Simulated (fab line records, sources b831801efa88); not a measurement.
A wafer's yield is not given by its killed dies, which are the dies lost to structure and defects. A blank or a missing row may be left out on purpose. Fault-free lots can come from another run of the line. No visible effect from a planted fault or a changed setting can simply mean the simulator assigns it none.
Comparing a struck lot with a sound one | flow gf180mcu | 16 out of 602 route steps
Sound: wafers L894.3, L894.5, L894.6. Wafers struck: L897.2, L897.4, L897.5. Last of all comes the cause.
For every step that has rows: the tool of each side, followed by ch and its chambers, followed by its first start. Under that, the readings that differ: sound wafers | struck wafers | difference of the means | sigmas: that difference in standard deviations of wafers without a fault.
alike: words and numbers the same on both sides, and readings whose means are apart by under 2 such deviations; not compared: readings that were withheld, readings missing a value for some wafer, numbers with overlapping values and no deviation given by the record, and bounds like >300 which may hide the same value.
A row with sigmas, a row that says differs or no value, or rows on one side alone: a step with any of these is where the two part. Numbers that have no deviation but don't overlap get no sigmas and don't part them. A reading missing from all wafers of one side parts the sides only when that side holds two or more wafers.

GF_STI_THK_MEAS_02:
  struck on film_metro-02, day 4 05:29; sound on film_metro-03, day 3 13:32
  alike: STI_OXIDATION_THK
then, 1 step without rows for these wafers: GF_STI_CVD_03 (deposits Si3N4 from DCS/NH3, target thk 207.16 nm, time 3551 s).
GF_STI_THK_MEAS_04:
  struck on film_metro-01, day 4 07:32; sound on film_metro-03, day 3 15:35
  alike: STI_CVD_03_THK
then, 7 steps without rows for these wafers: GF_STI_DEHYDRATE_05 (time 60 s); GF_STI_HMDS_06 (prime time 60 s); GF_STI_COAT_07 (resist thk 700 nm); GF_STI_SOFTBAKE_08 (time 60 s); GF_STI_EXPOSE_09 (exposes mask COMP, target cd 220 nm); GF_STI_PEB_10 (peb time 90 s); GF_STI_DEVELOP_11 (develop time 60 s).
GF_STI_CD_MEAS_12: target cd 220 nm.
  struck on cd_sem-02, day 4 21:00; sound on cd_sem-01, day 4 04:37
  alike: cd_nm
GF_STI_ETCH_13: etches the open film in CHF3/O2, stops on Si, target depth 282.31 nm, time 112.9 s.
  sound on rie_diel-03 ch 1,3, day 4 04:42; struck on rie_diel-01 ch 0,2, day 4 21:06
  alike: drypump_motor_current_A, oes_product_au, run_length_s, throttle_valve_pct
  not compared: rf_hours_counter_h
GF_STI_ETCH_14: etches Si in HBr/Cl2/O2, target depth 360 nm, time 102.9 s.
  sound on rie_si-02 ch 0,1, day 4 04:47; struck on rie_si-02 ch 0,2,3, day 4 21:11
  reading                              | sound             | struck          | difference | sigmas
  run_length_s (s)                     | 130.9 130.8 130.8 | 98.8 100.0 99.7 | -31.3      | -52
  model.STI.feature_depth_nm (nm)      | 361.1 356.7 361.1 | 247.4 246 248   | -112.5     |
  model.etch.depth_nm (nm)             | 361.1 356.7 361.1 | 247.4 246 248   | -112.5     |
  model.KrF_of_STI_COAT_07.thk_nm (nm) | 319.1 315.1 319.1 | 357.7 361.4 360 | +41.9      |
  alike: HBr_flow_sccm, drypump_motor_current_A, oes_product_au, throttle_valve_pct
  not compared: rf_hours_counter_h
GF_STI_STRIP_15: strips in O2/N2.
  sound on plasma_asher-02 ch 0,1, day 4 04:53; struck on plasma_asher-02 ch 0,1, day 4 21:15
  reading                      | sound             | struck            | difference | sigmas
  oes_product_au (a.u.)        | 0.379 0.384 0.377 | 0.404 0.406 0.396 | +0.022     | +5
  strip_time_to_endpoint_s (s) | 3.71 3.66 3.71    | 4.11 4.16 4.15    | +0.45      | +11
  alike: drypump_motor_current_A, heater_power_w, n2_flow_sccm
  not compared: rf_hours_counter_h
then, 1 step without rows for these wafers: GF_STI_CLEAN_16 (cleans in dHF, time 25 s).
-- the record jumps here: 28 days lie between the struck wafers' starts before and after (it left off in module STI and takes up again in module PASSIVATION, whose first step shown is number 602 of the route) --
GF_PASSIVATION_PROBE_99:
  struck on prober-02, day 32 21:24; sound on prober-01, day 32 11:09
  reading                                 | sound                         | struck                       | difference | sigmas
  model.etest.pwell_in_dnwell.line_ohm_um | 4109 3986 4031                | 3260 3251 3231               | -795       |
  model.etest.ldpmos_10p0.r_on_ohm_um     | 1.106e+04 1.081e+04 1.085e+04 | 1.034e+04 1.044e+04 1.04e+04 | -5.133e+02 |
  model.etest.p_drift.rs_ohm_sq           | 2382 2330 2354                | 1935 1923 1950               | -419       |
  model.etest.pwell_in_dnwell.rs_ohm_sq   | 2432 2390 2420                | 1927 1930 1924               | -487       |
  model.etest.ldnmos_10p0.r_on_ohm_um     | 3742 3683 3674                | 3305 3315 3293               | -395       |
  model.etest.n_drift.rs_ohm_sq           | 1106 1102 1104                | 886.8 891.2 889.1            | -215.0     |
  model.etest.nwell.line_ohm_um           | 1097 1087 1071                | 958.6 949.4 956.5            | -130.2     |
  model.etest.nwell.rs_ohm_sq             | 945.3 945.7 940.7             | 817.2 825 822                | -122.5     |

== WHERE THEY PART ==
Earliest at GF_STI_ETCH_14; latest, in this record, at GF_STI_STRIP_15.

WHY: what the simulator had put in
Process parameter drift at GF_STI_ETCH_14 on rie_si-02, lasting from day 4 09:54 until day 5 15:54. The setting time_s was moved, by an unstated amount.
